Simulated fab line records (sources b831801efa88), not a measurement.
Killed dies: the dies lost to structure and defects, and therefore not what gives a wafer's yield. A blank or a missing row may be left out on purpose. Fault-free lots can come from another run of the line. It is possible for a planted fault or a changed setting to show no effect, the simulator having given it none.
fab line records || flow sfq_line
record: {"lots": 6, "wafers": 18, "last_day": 83}
route steps=325 shown M2@99 I2@103
lots untouched by any fault: they come from a run of this same line in which no faults occurred
start_h: hours from the record's first day to the start of the lot's first wafer shown || wait_h: hours since the lot's step before || " the same as in the row above || L1.1+2: a single row standing in for several wafers || - either no value or no given start || * or withheld: withheld || < > ~ a bound
route shown NAME@n: a module of which the file shows steps, and the number in the route of the first || usual: mean/standard deviation taken from wafers without a fault || same: alike in all rows || chamber/n: place in a boat || sites: per-site readings || _std_site: how widely they spread, as a standard deviation || _edge_site: mean of outer sites minus mean of inner sites || radius_mm: for every site, how far away it sits from the centre of the wafer || mask NAME#n: copy n || behind: tool/chamber where the wafer was last shaped || hold: the reason the lot was held/the length of the hold in hours/how it ended || device: transistor that didn't switch, given as n, p or np || end of line: the tests these same wafers got at the end of their route || a step given without rows: its recipe and nothing more || killed: not the wafer's yield, but the dies lost to structure and defects at the first sort || map: per-die view of a wafer (x killed, . not killed, _ where there is no die)
set.NAME: the run value of the setting; set.NAME@STEP: its run value at that earlier step || model.NAME: the simulator's own value behind a step, which no gauge read
lots at selected steps of the route; one table per step, one row per wafer
services: a tool's chamber out of use, with start hour (start_h, from the record's first day; less than 0 if before it), hours out, and reason
== steps ==
step: SFQ_TRILAYER_M2_BARC_OPEN_METAL_ETCH_077
recipe: {"mask_material": "PR", "chemistry": "O2", "target_depth_nm": 125, "target": "BARC", "icp_w": 600, "bias_w": 80, "pressure_mtorr": 10, "time_s": 41.7}
usual: {"drypump_motor_current_A": "5.6/0.43", "oes_product_au": "0.685/0.0039"}
{"lot.wafer": "L587.1", "tool": "rie_metal-03", "chamber": 1, "start_h": 476.11, "wait_h": 0.0, "drypump_motor_current_A": 5.0, "oes_product_au": 0.690, "rf_hours_counter_h": 141}
{"lot.wafer": "L587.3", "tool": "rie_metal-03", "chamber": 1, "start_h": 476.11, "wait_h": 0.0, "drypump_motor_current_A": 5.0, "oes_product_au": 0.683, "rf_hours_counter_h": "-"}
{"lot.wafer": "L587.4", "tool": "rie_metal-03", "chamber": 0, "start_h": 476.11, "wait_h": 0.0, "drypump_motor_current_A": 6.0, "oes_product_au": 0.685, "rf_hours_counter_h": "-"}
{"lot.wafer": "L599.2", "tool": "rie_metal-03", "chamber": 1, "start_h": 656.12, "wait_h": 0.0, "drypump_motor_current_A": 5.0, "oes_product_au": 0.677, "rf_hours_counter_h": 9}
{"lot.wafer": "L599.4", "tool": "rie_metal-03", "chamber": 1, "start_h": 656.12, "wait_h": 0.0, "drypump_motor_current_A": 5.0, "oes_product_au": 0.684, "rf_hours_counter_h": "-"}
{"lot.wafer": "L599.5", "tool": "rie_metal-03", "chamber": 0, "start_h": 656.12, "wait_h": 0.0, "drypump_motor_current_A": 5.9, "oes_product_au": 0.683, "rf_hours_counter_h": "-"}
{"lot.wafer": "L600.2", "tool": "rie_metal-01", "chamber": 0, "start_h": 668.12, "wait_h": 0.0, "drypump_motor_current_A": 5.3, "oes_product_au": 0.685, "rf_hours_counter_h": 116}
{"lot.wafer": "L600.3", "tool": "rie_metal-01", "chamber": 0, "start_h": 668.12, "wait_h": 0.0, "drypump_motor_current_A": 5.3, "oes_product_au": 0.681, "rf_hours_counter_h": "-"}
{"lot.wafer": "L600.4", "tool": "rie_metal-01", "chamber": 1, "start_h": 668.12, "wait_h": 0.0, "drypump_motor_current_A": 5.7, "oes_product_au": 0.683, "rf_hours_counter_h": "-"}
{"lot.wafer": "L607.1", "tool": "rie_metal-04", "chamber": 0, "start_h": 714.90, "wait_h": 0.0, "drypump_motor_current_A": 6.2, "oes_product_au": 0.695, "rf_hours_counter_h": 58}
{"lot.wafer": "L607.4", "tool": "rie_metal-04", "chamber": 1, "start_h": 714.90, "wait_h": 0.0, "drypump_motor_current_A": 5.3, "oes_product_au": 0.679, "rf_hours_counter_h": "-"}
{"lot.wafer": "L607.6", "tool": "rie_metal-04", "chamber": 0, "start_h": 714.90, "wait_h": 0.0, "drypump_motor_current_A": 6.2, "oes_product_au": 0.689, "rf_hours_counter_h": "-"}
{"lot.wafer": "L609.3", "tool": "rie_metal-04", "chamber": 0, "start_h": 736.41, "wait_h": 0.0, "drypump_motor_current_A": 6.2, "oes_product_au": 0.684, "rf_hours_counter_h": "-"}
{"lot.wafer": "L609.4", "tool": "rie_metal-04", "chamber": 1, "start_h": 736.41, "wait_h": 0.0, "drypump_motor_current_A": 5.3, "oes_product_au": 0.689, "rf_hours_counter_h": "-"}
{"lot.wafer": "L609.5", "tool": "rie_metal-04", "chamber": 1, "start_h": 736.41, "wait_h": 0.0, "drypump_motor_current_A": 5.3, "oes_product_au": 0.685, "rf_hours_counter_h": "-"}
{"lot.wafer": "L610.1", "tool": "rie_metal-04", "chamber": 0, "start_h": 738.79, "wait_h": 0.0, "drypump_motor_current_A": 6.2, "oes_product_au": 0.685, "rf_hours_counter_h": 61}
{"lot.wafer": "L610.2", "tool": "rie_metal-04", "chamber": 1, "start_h": 738.79, "wait_h": 0.0, "drypump_motor_current_A": 5.3, "oes_product_au": 0.678, "rf_hours_counter_h": 65}
{"lot.wafer": "L610.3", "tool": "rie_metal-04", "chamber": 0, "start_h": 738.79, "wait_h": 0.0, "drypump_motor_current_A": 6.2, "oes_product_au": 0.682, "rf_hours_counter_h": "-"}
step: SFQ_TRILAYER_M2_ETCH_METAL_ETCH_060
recipe: {"target": "Nb", "stop_on": "SiO2", "mask_material": "PR", "chemistry": "Cl2/Ar", "target_depth_nm": 240, "icp_w": 600, "bias_w": 80, "pressure_mtorr": 10, "time_s": 120}
usual: {"drypump_motor_current_A": "5.6/0.43", "oes_product_au": "0.892/0.0066"}
{"lot.wafer": "L587.1", "tool": "rie_metal-03", "chamber": 1, "start_h": 476.17, "wait_h": 0.0, "drypump_motor_current_A": 5.0, "oes_product_au": 0.892, "rf_hours_counter_h": 141}
{"lot.wafer": "L587.3", "tool": "rie_metal-03", "chamber": 1, "start_h": 476.17, "wait_h": 0.0, "drypump_motor_current_A": 5.0, "oes_product_au": 0.890, "rf_hours_counter_h": "-"}
{"lot.wafer": "L587.4", "tool": "rie_metal-03", "chamber": 0, "start_h": 476.17, "wait_h": 0.0, "drypump_motor_current_A": 6.0, "oes_product_au": 0.889, "rf_hours_counter_h": "-"}
{"lot.wafer": "L599.2", "tool": "rie_metal-03", "chamber": 1, "start_h": 656.18, "wait_h": 0.0, "drypump_motor_current_A": 5.0, "oes_product_au": 0.889, "rf_hours_counter_h": 9}
{"lot.wafer": "L599.4", "tool": "rie_metal-03", "chamber": 1, "start_h": 656.18, "wait_h": 0.0, "drypump_motor_current_A": 5.0, "oes_product_au": 0.894, "rf_hours_counter_h": "-"}
{"lot.wafer": "L599.5", "tool": "rie_metal-03", "chamber": 0, "start_h": 656.18, "wait_h": 0.0, "drypump_motor_current_A": 6.0, "oes_product_au": 0.892, "rf_hours_counter_h": "-"}
{"lot.wafer": "L600.2", "tool": "rie_metal-01", "chamber": 0, "start_h": 668.18, "wait_h": 0.0, "drypump_motor_current_A": 5.3, "oes_product_au": 0.887, "rf_hours_counter_h": 116}
{"lot.wafer": "L600.3", "tool": "rie_metal-01", "chamber": 0, "start_h": 668.18, "wait_h": 0.0, "drypump_motor_current_A": 5.3, "oes_product_au": 0.899, "rf_hours_counter_h": "-"}
{"lot.wafer": "L600.4", "tool": "rie_metal-01", "chamber": 1, "start_h": 668.18, "wait_h": 0.0, "drypump_motor_current_A": 5.7, "oes_product_au": 0.902, "rf_hours_counter_h": "-"}
{"lot.wafer": "L607.1", "tool": "rie_metal-04", "chamber": 0, "start_h": 714.96, "wait_h": 0.0, "drypump_motor_current_A": 6.2, "oes_product_au": 0.890, "rf_hours_counter_h": 58}
{"lot.wafer": "L607.4", "tool": "rie_metal-04", "chamber": 1, "start_h": 714.96, "wait_h": 0.0, "drypump_motor_current_A": 5.3, "oes_product_au": 0.887, "rf_hours_counter_h": "-"}
{"lot.wafer": "L607.6", "tool": "rie_metal-04", "chamber": 0, "start_h": 714.96, "wait_h": 0.0, "drypump_motor_current_A": 6.2, "oes_product_au": 0.890, "rf_hours_counter_h": "-"}
{"lot.wafer": "L609.3", "tool": "rie_metal-04", "chamber": 0, "start_h": 736.49, "wait_h": 0.1, "drypump_motor_current_A": 6.2, "oes_product_au": 0.896, "rf_hours_counter_h": "-"}
{"lot.wafer": "L609.4", "tool": "rie_metal-04", "chamber": 1, "start_h": 736.49, "wait_h": 0.1, "drypump_motor_current_A": 5.3, "oes_product_au": 0.900, "rf_hours_counter_h": "-"}
{"lot.wafer": "L609.5", "tool": "rie_metal-04", "chamber": 1, "start_h": 736.49, "wait_h": 0.1, "drypump_motor_current_A": 5.3, "oes_product_au": 0.888, "rf_hours_counter_h": "-"}
{"lot.wafer": "L610.1", "tool": "rie_metal-04", "chamber": 0, "start_h": 738.85, "wait_h": 0.0, "drypump_motor_current_A": 6.2, "oes_product_au": 0.896, "rf_hours_counter_h": 61}
{"lot.wafer": "L610.2", "tool": "rie_metal-04", "chamber": 1, "start_h": 738.85, "wait_h": 0.0, "drypump_motor_current_A": 5.3, "oes_product_au": 0.898, "rf_hours_counter_h": 65}
{"lot.wafer": "L610.3", "tool": "rie_metal-04", "chamber": 0, "start_h": 738.85, "wait_h": 0.0, "drypump_motor_current_A": 6.2, "oes_product_au": 0.887, "rf_hours_counter_h": "-"}
step: SFQ_TRILAYER_M2_STRIP_STRIP_061
recipe: {"gas": "O2", "power_w": 200, "platen_temp_c": 40, "overash_fraction": 0.65, "chemistry": "O2", "pressure_mtorr": 50}
usual: {"drypump_motor_current_A": "5.6/0.43", "oes_product_au": "1.000/0.006"}
{"lot.wafer": "L587.1", "tool": "rie_metal-03", "chamber": 1, "start_h": 476.30, "wait_h": 0.1, "drypump_motor_current_A": 5.0, "oes_product_au": 0.998, "rf_hours_counter_h": 141}
{"lot.wafer": "L587.3", "tool": "rie_metal-03", "chamber": 1, "start_h": 476.30, "wait_h": 0.1, "drypump_motor_current_A": 5.0, "oes_product_au": 1.000, "rf_hours_counter_h": "-"}
{"lot.wafer": "L587.4", "tool": "rie_metal-03", "chamber": 0, "start_h": 476.30, "wait_h": 0.1, "drypump_motor_current_A": 6.0, "oes_product_au": 1.001, "rf_hours_counter_h": "-"}
{"lot.wafer": "L599.2", "tool": "rie_metal-03", "chamber": 1, "start_h": 656.31, "wait_h": 0.1, "drypump_motor_current_A": 5.0, "oes_product_au": 1.001, "rf_hours_counter_h": 9}
{"lot.wafer": "L599.4", "tool": "rie_metal-03", "chamber": 1, "start_h": 656.31, "wait_h": 0.1, "drypump_motor_current_A": 5.0, "oes_product_au": 1.004, "rf_hours_counter_h": "-"}
{"lot.wafer": "L599.5", "tool": "rie_metal-03", "chamber": 0, "start_h": 656.31, "wait_h": 0.1, "drypump_motor_current_A": 5.9, "oes_product_au": 0.997, "rf_hours_counter_h": "-"}
{"lot.wafer": "L600.2", "tool": "rie_metal-01", "chamber": 0, "start_h": 668.31, "wait_h": 0.1, "drypump_motor_current_A": 5.3, "oes_product_au": 0.999, "rf_hours_counter_h": 117}
{"lot.wafer": "L600.3", "tool": "rie_metal-01", "chamber": 0, "start_h": 668.31, "wait_h": 0.1, "drypump_motor_current_A": 5.3, "oes_product_au": 0.993, "rf_hours_counter_h": "-"}
{"lot.wafer": "L600.4", "tool": "rie_metal-01", "chamber": 1, "start_h": 668.31, "wait_h": 0.1, "drypump_motor_current_A": 5.7, "oes_product_au": 1.006, "rf_hours_counter_h": "-"}
{"lot.wafer": "L607.1", "tool": "rie_metal-04", "chamber": 0, "start_h": 715.09, "wait_h": 0.1, "drypump_motor_current_A": 6.2, "oes_product_au": 1.005, "rf_hours_counter_h": 58}
{"lot.wafer": "L607.4", "tool": "rie_metal-04", "chamber": 1, "start_h": 715.09, "wait_h": 0.1, "drypump_motor_current_A": 5.3, "oes_product_au": 1.012, "rf_hours_counter_h": "-"}
{"lot.wafer": "L607.6", "tool": "rie_metal-04", "chamber": 0, "start_h": 715.09, "wait_h": 0.1, "drypump_motor_current_A": 6.2, "oes_product_au": 0.998, "rf_hours_counter_h": "-"}
{"lot.wafer": "L609.3", "tool": "rie_metal-04", "chamber": 0, "start_h": 736.78, "wait_h": 0.2, "drypump_motor_current_A": 6.2, "oes_product_au": 0.989, "rf_hours_counter_h": "-"}
{"lot.wafer": "L609.4", "tool": "rie_metal-04", "chamber": 1, "start_h": 736.78, "wait_h": 0.2, "drypump_motor_current_A": 5.3, "oes_product_au": 1.019, "rf_hours_counter_h": "-"}
{"lot.wafer": "L609.5", "tool": "rie_metal-04", "chamber": 1, "start_h": 736.78, "wait_h": 0.2, "drypump_motor_current_A": 5.3, "oes_product_au": 0.996, "rf_hours_counter_h": "-"}
{"lot.wafer": "L610.1", "tool": "rie_metal-04", "chamber": 0, "start_h": 738.98, "wait_h": 0.1, "drypump_motor_current_A": 6.2, "oes_product_au": 1.004, "rf_hours_counter_h": 61}
{"lot.wafer": "L610.2", "tool": "rie_metal-04", "chamber": 1, "start_h": 738.98, "wait_h": 0.1, "drypump_motor_current_A": 5.3, "oes_product_au": 1.002, "rf_hours_counter_h": 65}
{"lot.wafer": "L610.3", "tool": "rie_metal-04", "chamber": 0, "start_h": 738.98, "wait_h": 0.1, "drypump_motor_current_A": 6.2, "oes_product_au": 1.009, "rf_hours_counter_h": "-"}
step: SFQ_TRILAYER_M2_STRIP_SOLV_CLEAN_062
recipe: {"chemistry": "NMP", "temp_c": 70, "time_s": 600}
step: SFQ_TRILAYER_I2_DEP_PECVD_063
recipe: {"material": "SiO2", "temp_c": 150, "time_s": 111.11, "pressure_torr": 2.4, "rf_w": 183.3, "precursor": "SiH4/N2O", "target_thk_nm": 500}
step: SFQ_TRILAYER_I2_CMP_CMP_064
recipe: {"material": "SiO2", "down_force_psi": 3, "platen_rpm": 60, "pad_velocity_m_s": 0.94248}
usual: {"motor_current_A": "10.7/0.47", "slurry_filter_dp_kPa": "13.49/0.13", "time_to_endpoint_s": "214/6.2"}
{"lot.wafer": "L587.1", "tool": "cmp-01", "chamber": 2, "start_h": 479.49, "wait_h": 2.4, "motor_current_A": 11.2, "slurry_filter_dp_kPa": 13.45, "time_to_endpoint_s": 203}
{"lot.wafer": "L587.4", "tool": "cmp-01", "chamber": 0, "start_h": 480.49, "wait_h": 3.3, "motor_current_A": 11.0, "slurry_filter_dp_kPa": 13.54, "time_to_endpoint_s": 202}
{"lot.wafer": "L587.3", "tool": "cmp-01", "chamber": 1, "start_h": 480.49, "wait_h": 3.3, "motor_current_A": 10.8, "slurry_filter_dp_kPa": 13.47, "time_to_endpoint_s": 206}
{"lot.wafer": "L599.4", "tool": "cmp-01", "chamber": 1, "start_h": 657.68, "wait_h": 0.5, "motor_current_A": 10.4, "slurry_filter_dp_kPa": 13.50, "time_to_endpoint_s": 220}
{"lot.wafer": "L599.2", "tool": "cmp-01", "chamber": 2, "start_h": 657.68, "wait_h": 0.5, "motor_current_A": 10.5, "slurry_filter_dp_kPa": 13.61, "time_to_endpoint_s": 208}
{"lot.wafer": "L599.5", "tool": "cmp-01", "chamber": 1, "start_h": 659.68, "wait_h": 2.5, "motor_current_A": 10.2, "slurry_filter_dp_kPa": 13.41, "time_to_endpoint_s": 220}
{"lot.wafer": "L600.2", "tool": "cmp-02", "chamber": 2, "start_h": 675.11, "wait_h": 6.0, "motor_current_A": 11.3, "slurry_filter_dp_kPa": 13.56, "time_to_endpoint_s": 205}
{"lot.wafer": "L600.4", "tool": "cmp-02", "chamber": 3, "start_h": 675.11, "wait_h": 6.0, "motor_current_A": 10.3, "slurry_filter_dp_kPa": 13.49, "time_to_endpoint_s": 217}
{"lot.wafer": "L600.3", "tool": "cmp-02", "chamber": 0, "start_h": 675.11, "wait_h": 6.0, "motor_current_A": 10.1, "slurry_filter_dp_kPa": 13.64, "time_to_endpoint_s": 205}
{"lot.wafer": "L607.4", "tool": "cmp-02", "chamber": 3, "start_h": 716.10, "wait_h": 0.2, "motor_current_A": 11.4, "slurry_filter_dp_kPa": 13.46, "time_to_endpoint_s": 218}
{"lot.wafer": "L607.1", "tool": "cmp-02", "chamber": 1, "start_h": 717.10, "wait_h": 1.2, "motor_current_A": 10.4, "slurry_filter_dp_kPa": 13.57, "time_to_endpoint_s": 215}
{"lot.wafer": "L607.6", "tool": "cmp-02", "chamber": 0, "start_h": 718.60, "wait_h": 2.7, "motor_current_A": 9.8, "slurry_filter_dp_kPa": 13.45, "time_to_endpoint_s": 219}
{"lot.wafer": "L609.3", "tool": "cmp-01", "chamber": 3, "start_h": 738.43, "wait_h": 1.0, "motor_current_A": 11.0, "slurry_filter_dp_kPa": 13.38, "time_to_endpoint_s": 203}
{"lot.wafer": "L609.4", "tool": "cmp-01", "chamber": 0, "start_h": 738.43, "wait_h": 1.0, "motor_current_A": 10.8, "slurry_filter_dp_kPa": 13.45, "time_to_endpoint_s": 211}
{"lot.wafer": "L609.5", "tool": "cmp-01", "chamber": 1, "start_h": 738.43, "wait_h": 1.0, "motor_current_A": 10.9, "slurry_filter_dp_kPa": 13.52, "time_to_endpoint_s": 217}
{"lot.wafer": "L610.1", "tool": "cmp-01", "chamber": 2, "start_h": 740.43, "wait_h": 0.6, "motor_current_A": 10.5, "slurry_filter_dp_kPa": 13.29, "time_to_endpoint_s": 215}
{"lot.wafer": "L610.2", "tool": "cmp-01", "chamber": 0, "start_h": 741.43, "wait_h": 1.6, "motor_current_A": 10.5, "slurry_filter_dp_kPa": 13.50, "time_to_endpoint_s": 219}
{"lot.wafer": "L610.3", "tool": "cmp-01", "chamber": 1, "start_h": 741.43, "wait_h": 1.6, "motor_current_A": 10.9, "slurry_filter_dp_kPa": 13.81, "time_to_endpoint_s": 209}
step: SFQ_I2_BOW_MEAS_917
recipe: {"mode": "bow"}
usual: {"I2_BOW": "2/8.4"}
{"lot.wafer": "L587.1", "tool": "film_metro-04", "chamber": "-", "start_h": 482.49, "wait_h": 2.5, "I2_BOW[um]": 0}
{"lot.wafer": "L587.3", "tool": "film_metro-04", "chamber": "-", "start_h": 482.49, "wait_h": 2.5, "I2_BOW[um]": 4}
{"lot.wafer": "L587.4", "tool": "film_metro-04", "chamber": "-", "start_h": 482.49, "wait_h": 2.5, "I2_BOW[um]": 14}
{"lot.wafer": "L599.2", "tool": "film_metro-01", "chamber": "-", "start_h": 660.20, "wait_h": 1.5, "I2_BOW[um]": 9}
{"lot.wafer": "L599.4", "tool": "film_metro-01", "chamber": "-", "start_h": 660.20, "wait_h": 1.5, "I2_BOW[um]": 3}
{"lot.wafer": "L599.5", "tool": "film_metro-01", "chamber": "-", "start_h": 660.20, "wait_h": 1.5, "I2_BOW[um]": -4}
{"lot.wafer": "L600.2", "tool": "film_metro-04", "chamber": "-", "start_h": 678.13, "wait_h": 2.5, "I2_BOW[um]": 10}
{"lot.wafer": "L600.3", "tool": "film_metro-04", "chamber": "-", "start_h": 678.13, "wait_h": 2.5, "I2_BOW[um]": 0}
{"lot.wafer": "L600.4", "tool": "film_metro-04", "chamber": "-", "start_h": 678.13, "wait_h": 2.5, "I2_BOW[um]": 14}
{"lot.wafer": "L607.1", "tool": "film_metro-04", "chamber": "-", "start_h": 719.10, "wait_h": 1.5, "I2_BOW[um]": 8}
{"lot.wafer": "L607.4", "tool": "film_metro-04", "chamber": "-", "start_h": 719.10, "wait_h": 1.5, "I2_BOW[um]": 26}
{"lot.wafer": "L607.6", "tool": "film_metro-04", "chamber": "-", "start_h": 719.10, "wait_h": 1.5, "I2_BOW[um]": 1}
{"lot.wafer": "L609.3", "tool": "film_metro-01", "chamber": "-", "start_h": 740.47, "wait_h": 1.5, "I2_BOW[um]": 12}
{"lot.wafer": "L609.4", "tool": "film_metro-01", "chamber": "-", "start_h": 740.47, "wait_h": 1.5, "I2_BOW[um]": -4}
{"lot.wafer": "L609.5", "tool": "film_metro-01", "chamber": "-", "start_h": 740.47, "wait_h": 1.5, "I2_BOW[um]": 5}
{"lot.wafer": "L610.1", "tool": "film_metro-04", "chamber": "-", "start_h": 743.43, "wait_h": 2.5, "I2_BOW[um]": 0}
{"lot.wafer": "L610.2", "tool": "film_metro-04", "chamber": "-", "start_h": 743.43, "wait_h": 2.5, "I2_BOW[um]": 8}
{"lot.wafer": "L610.3", "tool": "film_metro-04", "chamber": "-", "start_h": 743.43, "wait_h": 2.5, "I2_BOW[um]": 3}
step: SFQ_TRILAYER_I2_METRO_MEASURE_065
usual: {"thk_nm": "199.5/0.89"}
{"lot.wafer": "L587.1", "tool": "film_metro-04", "chamber": "-", "start_h": 482.61, "wait_h": 0.1, "thk_nm": 200.1}
{"lot.wafer": "L587.3", "tool": "film_metro-04", "chamber": "-", "start_h": 482.61, "wait_h": 0.1, "thk_nm": 199.7}
{"lot.wafer": "L587.4", "tool": "film_metro-04", "chamber": "-", "start_h": 482.61, "wait_h": 0.1, "thk_nm": 198.2}
{"lot.wafer": "L599.2", "tool": "film_metro-01", "chamber": "-", "start_h": 660.50, "wait_h": 0.3, "thk_nm": 200.3}
{"lot.wafer": "L599.4", "tool": "film_metro-01", "chamber": "-", "start_h": 660.50, "wait_h": 0.3, "thk_nm": 199.3}
{"lot.wafer": "L599.5", "tool": "film_metro-01", "chamber": "-", "start_h": 660.50, "wait_h": 0.3, "thk_nm": 199.3}
{"lot.wafer": "L600.2", "tool": "film_metro-04", "chamber": "-", "start_h": 678.43, "wait_h": 0.3, "thk_nm": 198.9}
{"lot.wafer": "L600.3", "tool": "film_metro-04", "chamber": "-", "start_h": 678.43, "wait_h": 0.3, "thk_nm": 197.2}
{"lot.wafer": "L600.4", "tool": "film_metro-04", "chamber": "-", "start_h": 678.43, "wait_h": 0.3, "thk_nm": 197.8}
{"lot.wafer": "L607.1", "tool": "film_metro-04", "chamber": "-", "start_h": 719.22, "wait_h": 0.1, "thk_nm": 200.3}
{"lot.wafer": "L607.4", "tool": "film_metro-04", "chamber": "-", "start_h": 719.22, "wait_h": 0.1, "thk_nm": 200.7}
{"lot.wafer": "L607.6", "tool": "film_metro-04", "chamber": "-", "start_h": 719.22, "wait_h": 0.1, "thk_nm": 200.3}
{"lot.wafer": "L609.3", "tool": "film_metro-01", "chamber": "-", "start_h": 740.95, "wait_h": 0.5, "thk_nm": 199.3}
{"lot.wafer": "L609.4", "tool": "film_metro-01", "chamber": "-", "start_h": 740.95, "wait_h": 0.5, "thk_nm": 200.4}
{"lot.wafer": "L609.5", "tool": "film_metro-01", "chamber": "-", "start_h": 740.95, "wait_h": 0.5, "thk_nm": 200.1}
{"lot.wafer": "L610.1", "tool": "film_metro-04", "chamber": "-", "start_h": 743.55, "wait_h": 0.1, "thk_nm": 198.1}
{"lot.wafer": "L610.2", "tool": "film_metro-04", "chamber": "-", "start_h": 743.55, "wait_h": 0.1, "thk_nm": 198.9}
{"lot.wafer": "L610.3", "tool": "film_metro-04", "chamber": "-", "start_h": 743.55, "wait_h": 0.1, "thk_nm": 199.3}
step: SFQ_TRILAYER_I2_VIA_LITHO_COAT_072
recipe: {"resist": "BARC", "spin_rpm": 3000, "resist_thk_nm": 62}
step: SFQ_TRILAYER_I2_VIA_LITHO_COAT_067
recipe: {"resist": "KrF", "spin_rpm": 3000, "resist_thk_nm": 650}
step: SFQ_TRILAYER_I2_VIA_LITHO_SOFTBAKE_071
recipe: {"temp_c": "withheld", "time_s": "withheld", "resist": "KrF"}
step: SFQ_TRILAYER_I2_VIA_LITHO_EXPOSE_068
recipe: {"mask_id": "I2", "na": 0.6, "source_shape": "conventional", "sigma_outer": 0.65, "target_cd_nm": 500, "dose_mj": 21.3}
step: SFQ_TRILAYER_I2_VIA_LITHO_PEB_070
recipe: {"peb_temp_c": 115, "peb_time_s": 60, "resist": "KrF"}
usual: {"heater_power_total_W": "79.14/0.077", "plate_temp_C": "115.03/0.12"}
{"lot.wafer": "L587.1", "tool": "litho_track-03", "chamber": 0, "start_h": 485.76, "wait_h": 1.0, "heater_power_total_W": 79.18, "plate_temp_C": 114.90}
{"lot.wafer": "L587.3", "tool": "litho_track-03", "chamber": 0, "start_h": 485.76, "wait_h": 1.0, "heater_power_total_W": 79.12, "plate_temp_C": 114.92}
{"lot.wafer": "L587.4", "tool": "litho_track-03", "chamber": 0, "start_h": 485.76, "wait_h": 1.0, "heater_power_total_W": 79.26, "plate_temp_C": 115.22}
{"lot.wafer": "L599.2", "tool": "litho_track-03", "chamber": 0, "start_h": 672.41, "wait_h": 0.8, "heater_power_total_W": 67.95, "plate_temp_C": 102.53}
{"lot.wafer": "L599.4", "tool": "litho_track-03", "chamber": 0, "start_h": 672.41, "wait_h": 0.8, "heater_power_total_W": 67.72, "plate_temp_C": 102.63}
{"lot.wafer": "L599.5", "tool": "litho_track-03", "chamber": 0, "start_h": 672.41, "wait_h": 0.8, "heater_power_total_W": 67.95, "plate_temp_C": 102.54}
{"lot.wafer": "L600.2", "tool": "litho_track-03", "chamber": 0, "start_h": 682.01, "wait_h": 0.8, "heater_power_total_W": 67.99, "plate_temp_C": 102.73}
{"lot.wafer": "L600.3", "tool": "litho_track-03", "chamber": 0, "start_h": 682.01, "wait_h": 0.8, "heater_power_total_W": 67.90, "plate_temp_C": 102.79}
{"lot.wafer": "L600.4", "tool": "litho_track-03", "chamber": 0, "start_h": 682.01, "wait_h": 0.8, "heater_power_total_W": 67.86, "plate_temp_C": 102.63}
{"lot.wafer": "L607.1", "tool": "litho_track-03", "chamber": 0, "start_h": 734.85, "wait_h": 1.0, "heater_power_total_W": 79.12, "plate_temp_C": 114.99}
{"lot.wafer": "L607.4", "tool": "litho_track-03", "chamber": 0, "start_h": 734.85, "wait_h": 1.0, "heater_power_total_W": 79.14, "plate_temp_C": 114.92}
{"lot.wafer": "L607.6", "tool": "litho_track-03", "chamber": 0, "start_h": 734.85, "wait_h": 1.0, "heater_power_total_W": 79.17, "plate_temp_C": 114.80}
{"lot.wafer": "L609.3", "tool": "litho_track-03", "chamber": 0, "start_h": 748.10, "wait_h": 0.7, "heater_power_total_W": 79.21, "plate_temp_C": 115.07}
{"lot.wafer": "L609.4", "tool": "litho_track-03", "chamber": 0, "start_h": 748.10, "wait_h": 0.7, "heater_power_total_W": 79.24, "plate_temp_C": 115.20}
{"lot.wafer": "L609.5", "tool": "litho_track-03", "chamber": 0, "start_h": 748.10, "wait_h": 0.7, "heater_power_total_W": 79.08, "plate_temp_C": 115.22}
{"lot.wafer": "L610.1", "tool": "litho_track-03", "chamber": 0, "start_h": 750.45, "wait_h": 1.0, "heater_power_total_W": 79.13, "plate_temp_C": 115.05}
{"lot.wafer": "L610.2", "tool": "litho_track-03", "chamber": 0, "start_h": 750.45, "wait_h": 1.0, "heater_power_total_W": 79.28, "plate_temp_C": 115.01}
{"lot.wafer": "L610.3", "tool": "litho_track-03", "chamber": 0, "start_h": 750.45, "wait_h": 1.0, "heater_power_total_W": 79.15, "plate_temp_C": 114.77}
step: SFQ_TRILAYER_I2_VIA_LITHO_DEVELOP_069
recipe: {"time_s": 60, "resist": "KrF"}
== services ==
{"tool": "film_metro-01", "chamber": "-", "start_h": 452.51, "hours": 2.1, "kind": "repair"}
{"tool": "cmp-01", "chamber": "-", "start_h": 456.82, "hours": 1.7, "kind": "repair"}
{"tool": "film_metro-01", "chamber": "-", "start_h": 463.37, "hours": 6.4, "kind": "pm"}
{"tool": "cmp-01", "chamber": "-", "start_h": 470.50, "hours": 2.1, "kind": "repair"}
{"tool": "cmp-01", "chamber": "-", "start_h": 498.24, "hours": 0.5, "kind": "repair"}
{"tool": "rie_metal-04", "chamber": "-", "start_h": 507.70, "hours": 0.7, "kind": "repair"}
{"tool": "rie_metal-01", "chamber": "-", "start_h": 508.64, "hours": 15.6, "kind": "pm"}
{"tool": "rie_metal-04", "chamber": "-", "start_h": 510.98, "hours": 2.8, "kind": "pm"}
{"tool": "film_metro-04", "chamber": "-", "start_h": 511.23, "hours": 0.3, "kind": "pm"}
{"tool": "film_metro-01", "chamber": "-", "start_h": 527.41, "hours": 1.2, "kind": "pm"}
{"tool": "cmp-01", "chamber": "-", "start_h": 540.41, "hours": 16.7, "kind": "pm"}
{"tool": "cmp-02", "chamber": "-", "start_h": 559.57, "hours": 5.0, "kind": "pm"}
{"tool": "cmp-01", "chamber": "-", "start_h": 572.02, "hours": 1.1, "kind": "repair"}
{"tool": "cmp-01", "chamber": "-", "start_h": 573.10, "hours": 4.0, "kind": "pm"}
{"tool": "film_metro-04", "chamber": "-", "start_h": 578.81, "hours": 2.9, "kind": "pm"}
{"tool": "film_metro-01", "chamber": "-", "start_h": 595.02, "hours": 0.4, "kind": "pm"}
{"tool": "film_metro-01", "chamber": "-", "start_h": 601.90, "hours": 2.0, "kind": "repair"}
{"tool": "cmp-01", "chamber": "-", "start_h": 609.42, "hours": 0.8, "kind": "repair"}
{"tool": "rie_metal-03", "chamber": 0, "start_h": 616.56, "hours": 1.3, "kind": "repair"}
{"tool": "rie_metal-04", "chamber": "-", "start_h": 621.53, "hours": 0.4, "kind": "repair"}
{"tool": "cmp-02", "chamber": "-", "start_h": 640.55, "hours": 1.5, "kind": "repair"}
{"tool": "film_metro-04", "chamber": "-", "start_h": 683.31, "hours": 1.5, "kind": "pm"}
{"tool": "rie_metal-04", "chamber": "-", "start_h": 713.63, "hours": 0.6, "kind": "repair"}
{"tool": "film_metro-04", "chamber": "-", "start_h": 720.42, "hours": 1.5, "kind": "pm"}
== key ==
first_sign: {"step": "SFQ_TRILAYER_I2_VIA_LITHO_PEB_070", "reading": "heater_power_total_W", "direction": "down", "sigmas": "99+", "usual": 79.14, "struck": 67.90}
effect: {"step": "SFQ_TRILAYER_I2_VIA_LITHO_PEB_070", "reading": "plate_temp_C", "direction": "down", "sigmas": "99+", "usual": "*", "struck": "*"}
met_at SFQ_TRILAYER_I2_VIA_LITHO_PEB_070
struck_wafers L599.2,L599.4,L599.5,L600.2,L600.3,L600.4
onset_between 485.76 672.41
fault: {"kind": "process_parameter_drift", "tool": "litho_track-03", "chamber": "-", "onset_h": 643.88, "steps": "SFQ_TRILAYER_I2_VIA_LITHO_PEB_070", "channel": "peb_temp_c", "offset": "*", "shape": "step", "end_h": 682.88, "acts_in": "*", "stated": "*"}
